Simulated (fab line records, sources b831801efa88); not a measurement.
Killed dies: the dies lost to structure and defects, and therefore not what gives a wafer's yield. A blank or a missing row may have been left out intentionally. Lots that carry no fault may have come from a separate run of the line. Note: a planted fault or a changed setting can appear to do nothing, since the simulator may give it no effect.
Which of the tools did it? / flow gf180mcu / 12 lots, 36 wafers sampled, at 4 steps of a route of 602

## WHAT THE GAUGES READ, wafer by wafer
GF_V2_THK_MEAS_25: measures by xrf.
lot=L701; measured=day 21 02:04; on=filmMetro-04; V2_W_THK (nm)=344 351 350
lot=L702; measured=day 21 18:49; on=filmMetro-04; V2_W_THK (nm)=344 349 352
lot=L703; measured=day 21 18:41; on=filmMetro-01; V2_W_THK (nm)=343 335 344
lot=L704; measured=day 22 03:38; on=filmMetro-04; V2_W_THK (nm)=354 354 346
lot=L705; measured=day 22 17:00; on=filmMetro-04; V2_W_THK (nm)=351 352 348
lot=L706; measured=day 22 17:45; on=filmMetro-03; V2_W_THK (nm)=335 346 331
lot=L715; measured=day 25 23:07; on=filmMetro-01; V2_W_THK (nm)=335 337 338
lot=L716; measured=day 26 00:04; on=filmMetro-04; V2_W_THK (nm)=336 338 343
lot=L717; measured=day 26 03:49; on=filmMetro-03; V2_W_THK (nm)=341 349 348
lot=L720; measured=day 26 21:05; on=filmMetro-04; V2_W_THK (nm)=337 343 345
lot=L721; measured=day 27 03:21; on=filmMetro-01; V2_W_THK (nm)=345 340 342
lot=L722; measured=day 27 12:52; on=filmMetro-01; V2_W_THK (nm)=342 341 347

GF_M3_RS_MEAS_05: uses a four-point probe to measure.
lot=L701; measured=day 21 02:39; on=filmMetro-01; M3_ALCU_RS (ohm/sq)=0.0701 0.0703 0.0704
lot=L702; measured=day 21 19:34; on=filmMetro-04; M3_ALCU_RS (ohm/sq)=0.0681 0.0691 0.0692
lot=L703; measured=day 21 19:16; on=filmMetro-02; M3_ALCU_RS (ohm/sq)=0.0686 0.0687 0.0687
lot=L704; measured=day 22 04:13; on=filmMetro-02; M3_ALCU_RS (ohm/sq)=0.0708 0.0695 0.0703
lot=L705; measured=day 22 17:35; on=filmMetro-02; M3_ALCU_RS (ohm/sq)=0.0694 0.0699 0.0700
lot=L706; measured=day 22 18:20; on=filmMetro-02; M3_ALCU_RS (ohm/sq)=0.0719 0.0703 0.0712
lot=L715; measured=day 25 23:43; on=filmMetro-04; M3_ALCU_RS (ohm/sq)=0.0690 0.0691 0.0691
lot=L716; measured=day 26 00:41; on=filmMetro-01; M3_ALCU_RS (ohm/sq)=0.0686 0.0690 0.0689
lot=L717; measured=day 26 04:24; on=filmMetro-04; M3_ALCU_RS (ohm/sq)=0.0691 0.0696 0.0693
lot=L720; measured=day 26 21:40; on=filmMetro-01; M3_ALCU_RS (ohm/sq)=0.0693 0.0690 0.0692
lot=L721; measured=day 27 03:58; on=filmMetro-04; M3_ALCU_RS (ohm/sq)=0.0703 0.0697 0.0693
lot=L722; measured=day 27 13:27; on=filmMetro-04; M3_ALCU_RS (ohm/sq)=0.0691 0.0697 0.0692

## EACH LOT AND THE TOOL THAT RAN IT (in order: tool; ch and the chambers of the sampled wafers; start)
lot=L701; GF_V2_ETCH_16=rieDiel-01 ch 1,2, day 21 00:39; GF_V2_CMP_26=cmp-01 ch 0,1,2, day 21 02:10
lot=L702; GF_V2_ETCH_16=rieDiel-04 ch 0,1,3, day 21 17:24; GF_V2_CMP_26=cmp-02 ch 0,2,3, day 21 19:03
lot=L703; GF_V2_ETCH_16=rieDiel-01 ch 1,2,3, day 21 17:40; GF_V2_CMP_26=cmp-02 ch 1,2, day 21 18:45
lot=L704; GF_V2_ETCH_16=rieDiel-04 ch 1,2,3, day 22 02:34; GF_V2_CMP_26=cmp-02 ch 1,2, day 22 03:41
lot=L705; GF_V2_ETCH_16=rieDiel-01 ch 0,1,2, day 22 16:01; GF_V2_CMP_26=cmp-01 ch 1,2,3, day 22 17:07
lot=L706; GF_V2_ETCH_16=rieDiel-02 ch 0,1, day 22 16:41; GF_V2_CMP_26=cmp-01 ch 0,1,2, day 22 17:52
lot=L715; GF_V2_ETCH_16=rieDiel-02 ch 0,1,3, day 25 22:06; GF_V2_CMP_26=cmp-01 ch 0,1,2, day 25 23:15
lot=L716; GF_V2_ETCH_16=rieDiel-01 ch 0,3, day 25 23:03; GF_V2_CMP_26=cmp-01 ch 0,2,3, day 26 00:15
lot=L717; GF_V2_ETCH_16=rieDiel-04 ch 1,2, day 26 02:49; GF_V2_CMP_26=cmp-02 ch 0,2, day 26 03:55
lot=L720; GF_V2_ETCH_16=rieDiel-04 ch 0,1, day 26 20:03; GF_V2_CMP_26=cmp-02 ch 0,2, day 26 21:11
lot=L721; GF_V2_ETCH_16=rieDiel-02 ch 0,1,2, day 27 02:21; GF_V2_CMP_26=cmp-02 ch 0,1,3, day 27 03:25
lot=L722; GF_V2_ETCH_16=rieDiel-02 ch 0,1, day 27 11:51; GF_V2_CMP_26=cmp-02 ch 1,2,3, day 27 13:01
- GF_V2_ETCH_16: etches BARC in N2/H2.
- GF_V2_CMP_26: polishes, stops on SiO2, t overpolish 15 s, target thk 0 nm.

## WHAT THE TOOLS THEMSELVES READ (means of the sampled wafers that have a number; where no wafer has one, the mark that the record gives instead)
GF_V2_ETCH_16.
lot=L701; tool=rieDiel-01; chamberPressureMTorr (mTorr)=30.00; drypumpMotorCurrentA (A)=5.7; oesProductAu (a.u.)=0.860; throttleValvePct (%)=13.224
lot=L702; tool=rieDiel-04; chamberPressureMTorr (mTorr)=30.00; drypumpMotorCurrentA (A)=5.8; oesProductAu (a.u.)=0.853; throttleValvePct (%)=13.222
lot=L703; tool=rieDiel-01; chamberPressureMTorr (mTorr)=30.02; drypumpMotorCurrentA (A)=5.5; oesProductAu (a.u.)=0.851; throttleValvePct (%)=13.230
lot=L704; tool=rieDiel-04; chamberPressureMTorr (mTorr)=30.00; drypumpMotorCurrentA (A)=5.6; oesProductAu (a.u.)=0.856; throttleValvePct (%)=13.223
lot=L705; tool=rieDiel-01; chamberPressureMTorr (mTorr)=29.99; drypumpMotorCurrentA (A)=5.5; oesProductAu (a.u.)=0.851; throttleValvePct (%)=13.229
lot=L706; tool=rieDiel-02; chamberPressureMTorr (mTorr)=30.02; drypumpMotorCurrentA (A)=5.2; oesProductAu (a.u.)=0.852; throttleValvePct (%)=13.226
lot=L715; tool=rieDiel-02; chamberPressureMTorr (mTorr)=29.99; drypumpMotorCurrentA (A)=5.5; oesProductAu (a.u.)=0.854; throttleValvePct (%)=13.225
lot=L716; tool=rieDiel-01; chamberPressureMTorr (mTorr)=29.99; drypumpMotorCurrentA (A)=5.1; oesProductAu (a.u.)=0.855; throttleValvePct (%)=13.227
lot=L717; tool=rieDiel-04; chamberPressureMTorr (mTorr)=30.02; drypumpMotorCurrentA (A)=5.6; oesProductAu (a.u.)=0.854; throttleValvePct (%)=13.217
lot=L720; tool=rieDiel-04; chamberPressureMTorr (mTorr)=30.01; drypumpMotorCurrentA (A)=5.9; oesProductAu (a.u.)=0.853; throttleValvePct (%)=13.229
lot=L721; tool=rieDiel-02; chamberPressureMTorr (mTorr)=30.02; drypumpMotorCurrentA (A)=5.7; oesProductAu (a.u.)=0.857; throttleValvePct (%)=13.225
lot=L722; tool=rieDiel-02; chamberPressureMTorr (mTorr)=30.03; drypumpMotorCurrentA (A)=5.2; oesProductAu (a.u.)=0.858; throttleValvePct (%)=13.221

GF_V2_CMP_26.
lot=L701; tool=cmp-01; motorCurrentA (A)=9.8; overpolishRunS (s)=14.998; platenRpm (rpm)=60.00; timeToEndpointS (s)=84
lot=L702; tool=cmp-02; motorCurrentA (A)=11.9; overpolishRunS (s)=15.009; platenRpm (rpm)=59.99; timeToEndpointS (s)=85
lot=L703; tool=cmp-02; motorCurrentA (A)=12.0; overpolishRunS (s)=15.008; platenRpm (rpm)=59.99; timeToEndpointS (s)=85
lot=L704; tool=cmp-02; motorCurrentA (A)=11.8; overpolishRunS (s)=15.008; platenRpm (rpm)=59.99; timeToEndpointS (s)=84
lot=L705; tool=cmp-01; motorCurrentA (A)=10.5; overpolishRunS (s)=15.001; platenRpm (rpm)=59.97; timeToEndpointS (s)=94
lot=L706; tool=cmp-01; motorCurrentA (A)=9.8; overpolishRunS (s)=14.996; platenRpm (rpm)=59.96; timeToEndpointS (s)=88
lot=L715; tool=cmp-01; motorCurrentA (A)=9.9; overpolishRunS (s)=14.995; platenRpm (rpm)=62.01; timeToEndpointS (s)=84
lot=L716; tool=cmp-01; motorCurrentA (A)=10.0; overpolishRunS (s)=15.001; platenRpm (rpm)=61.99; timeToEndpointS (s)=79
lot=L717; tool=cmp-02; motorCurrentA (A)=11.4; overpolishRunS (s)=15.002; platenRpm (rpm)=60.05; timeToEndpointS (s)=89
lot=L720; tool=cmp-02; motorCurrentA (A)=11.3; overpolishRunS (s)=14.999; platenRpm (rpm)=59.97; timeToEndpointS (s)=86
lot=L721; tool=cmp-02; motorCurrentA (A)=11.5; overpolishRunS (s)=15.003; platenRpm (rpm)=59.99; timeToEndpointS (s)=86
lot=L722; tool=cmp-02; motorCurrentA (A)=12.1; overpolishRunS (s)=14.998; platenRpm (rpm)=59.95; timeToEndpointS (s)=79

## THE ANSWER, worked out from the rows above alone
Rule: the lots themselves supply what counts as usual. The widest of any qualifying gaps counts: lots, ordered by their means at a reading, are off when they make up no more than a third of the lots, leave a main group of 4 or more, and stand apart from it by 3 or more times the standard deviation of that group's means. A main group is skipped when, at the precision printed for the reading in the tables above, its means are all equal. Also off: a lot with no number at a reading for which 4 or more lots have one. Any other lot the step has rows for is counted as sound. First the gauges in route order, then the tools' own readings, where a lot's mean is used as printed above. The first step at which some lot is off is used, and at that step the reading that is off furthest; a lot without a number counts as furthest.
Off: L715, L716 (GF_V2_CMP_26, platenRpm). The main group has a mean of 59.99 rpm with a standard deviation of 0.026.
If a tool, at that step or one of the process steps before it, ran each lot that is off and ran no sound lot following the first of them, it fits. One candidate fits, namely cmp-01 at GF_V2_CMP_26. Its last sound lot is L706 (day 22 17:52), its first lot that is off L715 (day 25 23:15): a fault that began between those two fits.
On the lots that are off, the tool's own readings at GF_V2_CMP_26 differ by more than 5 times the standard deviation of the sound lots' means, which bears it out; platenRpm reads 62.00 rpm there versus 59.99 rpm on the sound lots.

## WHAT HAD BEEN PUT IN BY THE SIMULATOR
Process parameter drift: cmp-01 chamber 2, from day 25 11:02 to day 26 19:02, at GF_V2_CMP_26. The setting platenRpm was moved by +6, starting from 60. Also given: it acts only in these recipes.
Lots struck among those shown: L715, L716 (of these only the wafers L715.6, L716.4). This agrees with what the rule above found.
